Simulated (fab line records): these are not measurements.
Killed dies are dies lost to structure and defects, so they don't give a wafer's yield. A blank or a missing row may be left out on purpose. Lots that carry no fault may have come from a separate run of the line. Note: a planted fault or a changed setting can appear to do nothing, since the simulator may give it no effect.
2 desks looking at one fault | flow sky130 | numbers are kept per desk, each desk with only its own; the story behind them comes last

== TOOL OWNER'S DESK, hdpcvd-02 ==
The tool's own readings at SKY_LI_CONTACT_HDPCVD_00 (deposits PSG, target thk 930 nm, time 155 s): means of the sampled wafers that have a number, for each lot that ran on this tool. Any lot whose mean is over 4 standard deviations away from the usual mean is out of limits and marked OUT; that distance is given in the brackets.
Columns: A = run_length_s at SKY_LI_CONTACT_HDPCVD_00, usual 182.7 s; B = sih4_flow_sccm at SKY_LI_CONTACT_HDPCVD_00, usual 59.98 sccm
lot  | first seen here | A               | B
L974 | day 30 06:17    | 182.0           | 59.87
L975 | day 31 07:38    | 183.3           | 59.84
L977 | day 31 10:21    | 183.4           | 59.87
L978 | day 31 22:14    | 182.7           | 59.84
L980 | day 32 10:08    | 182.9           | 60.16
L983 | day 33 05:32    | 182.8           | 59.98
L987 | day 34 08:20    | 192.9 (+15) OUT | 59.93
L986 | day 34 17:53    | 198.0 (+22) OUT | 60.00
This desk's finding: out of limits on L986, L987; first on L987, day 34 08:20 (run_length_s at SKY_LI_CONTACT_HDPCVD_00). In limits: L974, L975, L977, L978, L980, L983.

== METROLOGY DESK ==
Lot by lot, what the gauges showed, no matter which tool ran the lot: averages of those sampled wafers that carry a number. Any lot whose mean is over 4 standard deviations away from the usual mean is out of limits and marked OUT; that distance is given in the brackets.
Columns: A = SPACER_CVD_00_THK at SKY_SPACER_THK_MEAS_01, usual 43.3 nm; B = cd_nm at SKY_POLY_CUT_CD_MEAS_08, usual 270.8 nm; C = LI_CONTACT_HDPCVD_THK at SKY_LI_CONTACT_THK_MEAS_01, usual 932 nm; D = LI_CONTACT_W_THK at SKY_LI_CONTACT_THK_MEAS_23, usual 402 nm
lot  | first seen here | A    | B     | C              | D
L969 | day 23 18:56    | 42.9 | 269.5 | 939            | 405
L973 | day 24 23:34    | 43.0 | 272.0 | 932            | 406
L974 | day 25 10:17    | 43.7 | 269.2 | 942            | 406
L975 | day 26 13:59    | 43.3 | 271.8 | 920            | 394
L977 | day 26 18:19    | 43.4 | 270.6 | 936            | 399
L978 | day 27 05:11    | 43.5 | 273.5 | 932            | 392
L980 | day 27 17:25    | 43.6 | 270.7 | 925            | 393
L983 | day 28 14:40    | 42.5 | 269.6 | 946            | 409
L985 | day 29 11:23    | 43.7 | 271.0 | 916            | 400
L987 | day 29 18:41    | 43.2 | 271.0 | 995 (+6.3) OUT | 401
L986 | day 30 04:10    | 43.0 | 270.6 | 1040 (+11) OUT | 394
L990 | day 30 18:55    | 43.3 | 269.7 | 940            | 400
This desk reports L986, L987 out of limits; the earliest was L987 at day 34 08:26 (LI_CONTACT_HDPCVD_THK at SKY_LI_CONTACT_THK_MEAS_01). In limits: L969, L973, L974, L975, L977, L978, L980, L983, L985, L990.

== PUT TOGETHER ==
At day 34 08:20, on L986, L987, the tool owner's desk was in a position to raise an alarm.
Metrology desk: alarm possible at day 34 08:26 on L986, L987.
SKY_LI_CONTACT_HDPCVD_00 was run on hdpcvd-02 by each of the lots named.

== WHAT THE SIMULATOR HAD INSERTED ==
hdpcvd-02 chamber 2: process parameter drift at SKY_LI_CONTACT_HDPCVD_00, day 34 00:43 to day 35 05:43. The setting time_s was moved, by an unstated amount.
Struck lots among those shown: L986, L987.
Hours from the fault's start to each desk's first reading out of limits: the tool owner's desk, 8; the metrology desk, 8.
